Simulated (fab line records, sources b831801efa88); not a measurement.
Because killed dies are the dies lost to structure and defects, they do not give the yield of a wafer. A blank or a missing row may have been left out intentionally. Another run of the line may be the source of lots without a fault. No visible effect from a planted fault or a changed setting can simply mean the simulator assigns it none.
A single fault, viewed from 2 desks    flow sfqLine    each desk holds nothing but its own numbers, with what lay behind them at the end

== TOOL OWNER'S DESK, lithoTrack-01 ==
The tool's own readings at SFQ_TRILAYER_M1_LITHO_COAT_039 (resist thk 600 nm): means of the sampled wafers that have a number, for each lot that ran on this tool. Marked OUT: a lot whose mean sits more than 4 standard deviations from the usual mean, which makes it out of limits; the brackets give that distance.
Columns: A = spinSpeedRpm at SFQ_TRILAYER_M1_LITHO_COAT_039, usual 2999.7 rpm
lot   first seen here  A
L685  day 16 21:49     3000.3
L693  day 17 13:29     2998.5
L696  day 17 18:19     3002.0
L707  day 28 22:36     2999.3
This desk found nothing out of limits on any of the 4 lots.

== AT THE METROLOGY DESK ==
Lot by lot, what the gauges showed, no matter which tool ran the lot: averages of those sampled wafers that carry a number. Marked OUT: a lot whose mean sits more than 4 standard deviations from the usual mean, which makes it out of limits; the brackets give that distance.
Columns: A = I0_OVL at SFQ_I0_OVL_MEAS_908, usual 1 nm; B = M1_NB_RS at SFQ_M1_RS_MEAS_909, usual 0.887 ohm/sq; C = M1_OVL at SFQ_M1_OVL_MEAS_911, usual 2 nm
lot   first seen here  A    B      C
L685  day 16 20:16     0    0.893  6
L693  day 17 11:52     -11  0.876  7
L696  day 17 16:40     5    0.879  2
L700  day 19 17:25     3    0.896  7
L704  day 21 10:26     1    0.883  2
L707  day 28 20:59     2    0.900  2
This desk found nothing out of limits on any of the 6 lots.

== ALL TOGETHER ==
Nothing out of limits was seen by the tool owner's desk.
The metrology desk saw nothing out of limits.

== WHAT THE SIMULATOR HAD PUT IN ==
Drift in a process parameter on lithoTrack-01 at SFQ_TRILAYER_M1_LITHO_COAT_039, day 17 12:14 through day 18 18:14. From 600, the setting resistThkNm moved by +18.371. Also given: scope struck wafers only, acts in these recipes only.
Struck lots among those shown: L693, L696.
